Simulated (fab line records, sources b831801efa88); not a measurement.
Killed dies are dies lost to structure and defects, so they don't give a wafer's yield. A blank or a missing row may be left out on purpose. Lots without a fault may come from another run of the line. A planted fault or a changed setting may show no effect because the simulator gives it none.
Which tool did it? | flow sky130 | 12 lots, 36 wafers sampled, at 4 steps of a route of 708

WHAT THE GAUGES READ, wafer by wafer
SKY_METAL1_CD_MEAS_15: target cd 140 nm.
lot  | measured     | on        | cd_nm (nm)
L075 | day 33 03:41 | cd_sem-01 | 141.9 143.3 141.3
L077 | day 34 00:29 | cd_sem-01 | 138.3 138.6 138.3
L079 | day 34 09:41 | cd_sem-01 | 138.4 138.7 138.9
L081 | day 35 01:43 | cd_sem-02 | 139.2 139.5 140.2
L083 | day 35 15:43 | cd_sem-01 | 136.7 137.5 136.7
L085 | day 36 09:38 | cd_sem-01 | 139.6 140.9 141.1
L087 | day 37 01:41 | cd_sem-01 | 140.3 140.3 140.5
L089 | day 37 21:38 | cd_sem-02 | 140.3 139.6 141.1
L091 | day 38 10:05 | cd_sem-02 | 141.7 141.4 142.1
L093 | day 38 20:26 | cd_sem-01 | 141.2 142.4 141.2
L095 | day 39 10:41 | cd_sem-02 | 140.3 140.6 140.3
L097 | day 40 11:49 | cd_sem-01 | 140.4 141.0 141.8

WHICH TOOL RAN EACH LOT (tool, then ch and the chambers of the sampled wafers, then the start)
lot  | SKY_CONTACT_ETCH_18                           | SKY_METAL1_SPUTTER_01        | SKY_METAL1_SPUTTER_02
L075 | rie_diel-01 ch 0,3, day 32 00:08 or earlier   | pvd_sputter-01, day 32 00:08 | pvd_sputter-01, day 32 00:09
L077 | rie_diel-03 ch 0,1,3, day 32 21:05 or earlier | pvd_sputter-03, day 32 21:05 | pvd_sputter-03, day 32 21:07
L079 | rie_diel-04 ch 1,3, day 33 06:28 or earlier   | pvd_sputter-03, day 33 06:28 | pvd_sputter-03, day 33 06:29
L081 | rie_diel-03 ch 1,2,3, day 33 23:33 or earlier | pvd_sputter-02, day 33 23:33 | pvd_sputter-02, day 33 23:35
L083 | rie_diel-04 ch 1,3, day 34 13:11 or earlier   | pvd_sputter-02, day 34 13:11 | pvd_sputter-02, day 34 13:13
L085 | rie_diel-03 ch 1,2, day 35 07:26 or earlier   | pvd_sputter-02, day 35 07:26 | pvd_sputter-02, day 35 07:28
L087 | rie_diel-04 ch 0,1,2, day 35 23:29 or earlier | pvd_sputter-02, day 35 23:29 | pvd_sputter-02, day 35 23:31
L089 | rie_diel-04 ch 1,2, day 36 18:40 or earlier   | pvd_sputter-01, day 36 18:40 | pvd_sputter-01, day 36 18:41
L091 | rie_diel-04 ch 0,1,3, day 37 07:50 or earlier | pvd_sputter-02, day 37 07:50 | pvd_sputter-02, day 37 07:51
L093 | rie_diel-01 ch 0,1,3, day 37 18:40 or earlier | pvd_sputter-02, day 37 18:40 | pvd_sputter-02, day 37 18:41
L095 | rie_diel-04 ch 1,3, day 38 09:50 or earlier   | pvd_sputter-01, day 38 09:50 | pvd_sputter-01, day 38 09:52
L097 | rie_diel-03 ch 1,2, day 39 10:34 or earlier   | pvd_sputter-01, day 39 10:34 | pvd_sputter-01, day 39 10:35
- SKY_CONTACT_ETCH_18: etches Si3N4 in CHF3/O2, stops on TiN, time 39 s, target depth 75 nm.
- SKY_METAL1_SPUTTER_01: material TiN, target thk 20 nm, time 16.7 s.
- SKY_METAL1_SPUTTER_02: material AlCu, target thk 250 nm, time 13.3 s.

THE ANSWER, worked out from the rows above alone
Rule: what is usual is taken from the lots themselves. Put in order of their means at a reading, lots are off if they are a third of the lots or fewer, leave a main group of 4 or more, and stand apart from it by a gap of 3 or more times the standard deviation of the main group's means; of several such gaps the widest counts. A main group whose means are all the same, to the digits that the tables above print for the reading, isn't used. A lot without any number at a reading at which 4 lots or more have one is off too. The other lots that the step has rows for count as sound.
No lot is off at any reading shown: from this, nothing can be told.

WHAT THE SIMULATOR HAD PUT IN
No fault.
